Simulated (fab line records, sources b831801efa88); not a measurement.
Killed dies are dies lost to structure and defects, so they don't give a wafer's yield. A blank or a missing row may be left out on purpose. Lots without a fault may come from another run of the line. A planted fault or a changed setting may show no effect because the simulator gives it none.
Which tool did it? | flow gf180mcu | 13 lots, 39 wafers sampled, at 4 steps of a route of 602

WHAT THE GAUGES READ, wafer by wafer
GF_HV_LDD_TW_MEAS_23. Usual: HV_LDD_2_TW 1056, standard deviation 10.
lot  | measured     | on            | HV_LDD_2_TW             | flag
L200 | day 10 19:45 | film_metro-04 | 1072 1077 1073          |
L201 | day 11 00:55 | film_metro-03 | 1052 1055 1055          |
L202 | day 11 06:52 | film_metro-04 | 1069 1073 1066          |
L205 | day 12 06:34 | film_metro-02 | 1049 1048 1052          |
L206 | day 12 18:52 | film_metro-02 | 1051 1041 1047          |
L207 | day 13 01:26 | film_metro-02 | 1049 1046 1047          |
L208 | day 13 06:31 | film_metro-02 | 1051 1048 1043          |
L213 | day 14 23:02 | film_metro-04 | 1075 1078 1077          |
L216 | day 15 19:13 | film_metro-02 | 1048 1054 1052          |
L217 | day 16 01:32 | film_metro-02 | 988 995 995 989 991 995 | OFF
L220 | day 17 03:47 | film_metro-02 | 993 991 989 989 991 995 | OFF
L221 | day 17 08:13 | film_metro-04 | 1069 1072 1071          |
L222 | day 17 20:52 | film_metro-02 | 1049 1051 1046          |

GF_V1_THK_MEAS_01. Usual: V1_CVD_00_THK 604 nm, standard deviation 6.6.
lot  | measured     | on            | V1_CVD_00_THK (nm) | flag
L200 | day 17 03:34 | film_metro-02 | 605 603 609        |
L201 | day 17 09:56 | film_metro-02 | 601 594 597        |
L202 | day 17 15:24 | film_metro-01 | 608 604 609        |
L205 | day 18 19:59 | film_metro-02 | 616 610 617        |
L206 | day 19 10:14 | film_metro-02 | 606 601 614        |
L207 | day 19 21:17 | film_metro-01 | 607 606 599        |
L208 | day 20 02:49 | film_metro-02 | 604 598 602        |
L213 | day 21 23:47 | film_metro-02 | 608 605 605        |
L216 | day 22 22:23 | film_metro-01 | 605 609 609        |
L217 | day 23 04:34 | film_metro-01 | 591 591 599        |
L220 | day 24 09:07 | film_metro-01 | 609 612 616        |
L221 | day 24 13:58 | film_metro-02 | 614 611 595        |
L222 | day 24 23:33 | film_metro-02 | 613 609 604        |

WHICH TOOL RAN EACH LOT (tool, then ch and the chambers of the sampled wafers, then the start)
lot  | GF_HV_LDD_IMPLANT_21            | GF_PSD_RTA_13
L200 | implanter-01 ch 0, day 10 19:30 | rtp_anneal-01 ch 0, day 14 06:51
L201 | implanter-03 ch 0, day 11 00:40 | rtp_anneal-02 ch 0, day 14 13:07
L202 | implanter-01 ch 0, day 11 06:37 | rtp_anneal-02 ch 0, day 14 18:25
L205 | implanter-02 ch 0, day 12 06:20 | rtp_anneal-01 ch 0, day 15 21:44
L206 | implanter-02 ch 0, day 12 18:37 | rtp_anneal-02 ch 0, day 16 09:02
L207 | implanter-02 ch 0, day 13 01:12 | rtp_anneal-02 ch 0, day 16 19:19
L208 | implanter-03 ch 0, day 13 06:16 | rtp_anneal-01 ch 0, day 16 22:22
L213 | implanter-02 ch 0, day 14 22:48 | rtp_anneal-02 ch 0, day 18 19:43
L216 | implanter-02 ch 0, day 15 18:58 | rtp_anneal-02 ch 0, day 19 19:11
L217 | implanter-01 ch 0, day 16 01:17 | rtp_anneal-01 ch 0, day 20 02:06
L220 | implanter-01 ch 0, day 17 03:33 | rtp_anneal-02 ch 0, day 21 07:13
L221 | implanter-02 ch 0, day 17 07:58 | rtp_anneal-01 ch 0, day 21 11:55
L222 | implanter-02 ch 0, day 17 20:37 | rtp_anneal-01 ch 0, day 21 23:49
- GF_HV_LDD_IMPLANT_21
- GF_PSD_RTA_13: time 20 s.

WHAT THE TOOLS THEMSELVES READ (means of the sampled wafers that have a number; where no wafer has one, the mark that the record gives instead)
GF_HV_LDD_IMPLANT_21. Usual: dose_ions_cm2 5e+13, standard deviation 5.6e+10; faraday_current_uA 281, standard deviation 5.7.
lot  | tool         | dose_ions_cm2 | faraday_current_uA | flag
L200 | implanter-01 | 5e+13         | 284                |
L201 | implanter-03 | 5e+13         | 282                |
L202 | implanter-01 | 5e+13         | 279                |
L205 | implanter-02 | 5e+13         | 282                |
L206 | implanter-02 | 5e+13         | 280                |
L207 | implanter-02 | 5e+13         | 283                |
L208 | implanter-03 | 5e+13         | 284                |
L213 | implanter-02 | 5e+13         | 283                |
L216 | implanter-02 | 5e+13         | 279                |
L217 | implanter-01 | 4e+13         | 232                | OFF
L220 | implanter-01 | 4e+13         | 230                | OFF
L221 | implanter-02 | 5e+13         | 280                |
L222 | implanter-02 | 5e+13         | 286                |

GF_PSD_RTA_13. Usual: lamp_power_pct 34.68 %, standard deviation 0.24; wafer_temp_C_max 1029.0, standard deviation 0.85.
lot  | tool          | lamp_power_pct (%) | wafer_temp_C_max | flag
L200 | rtp_anneal-01 | 35.01              | 1028.8           |
L201 | rtp_anneal-02 | 34.49              | 1029.6           |
L202 | rtp_anneal-02 | 34.51              | 1028.3           |
L205 | rtp_anneal-01 | 34.97              | 1029.2           |
L206 | rtp_anneal-02 | 34.49              | 1029.1           |
L207 | rtp_anneal-02 | 34.50              | 1028.9           |
L208 | rtp_anneal-01 | 34.99              | 1030.4           |
L213 | rtp_anneal-02 | 34.46              | 1029.5           |
L216 | rtp_anneal-02 | 34.52              | 1028.8           |
L217 | rtp_anneal-01 | 35.00              | 1028.7           |
L220 | rtp_anneal-02 | 34.49              | 1028.4           |
L221 | rtp_anneal-01 | 34.97              | 1028.4           |
L222 | rtp_anneal-01 | 35.00              | 1029.0           |

THE ANSWER, worked out from the rows above alone
Rule: a lot is off if the mean of its wafers that have a number lies more than 3 standard deviations from the usual mean. A lot without any number at a reading at which 4 lots or more have one is off too. The other lots that the step has rows for count as sound. The gauges are gone through in route order, then the tools' own readings, and for those a lot's mean is taken as printed above. The first step at which some lot is off is used, and at that step the reading that is off furthest; a lot without a number counts as furthest.
Off: L217, L220, at GF_HV_LDD_TW_MEAS_23 (HV_LDD_2_TW).
A tool fits if, at a process step before that reading, it ran every lot that is off, and no sound lot after the first of them. The gauges at GF_HV_LDD_TW_MEAS_23 aren't tried: what is off there is off at GF_HV_LDD_IMPLANT_21 too, on other tools, and a gauge's error can't cause that. One fits: implanter-01 at GF_HV_LDD_IMPLANT_21. Its last sound lot is L202 (day 11 06:37), its first lot that is off L217 (day 16 01:17): a fault that began between those two fits.
The tool's own readings at GF_HV_LDD_IMPLANT_21 bear it out: on the lots that are off they differ by more than 5 times the standard deviation of the sound lots' means. dose_ions_cm2 reads 4e+13 there against 5e+13 on the sound lots; faraday_current_uA reads 231 there against 282 on the sound lots.

WHAT THE SIMULATOR HAD PUT IN
Process parameter drift: implanter-01, from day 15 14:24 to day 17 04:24, at GF_HV_LDD_IMPLANT_21. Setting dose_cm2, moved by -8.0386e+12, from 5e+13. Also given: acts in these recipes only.
Lots struck among those shown: L217, L220. The rule above found the same.
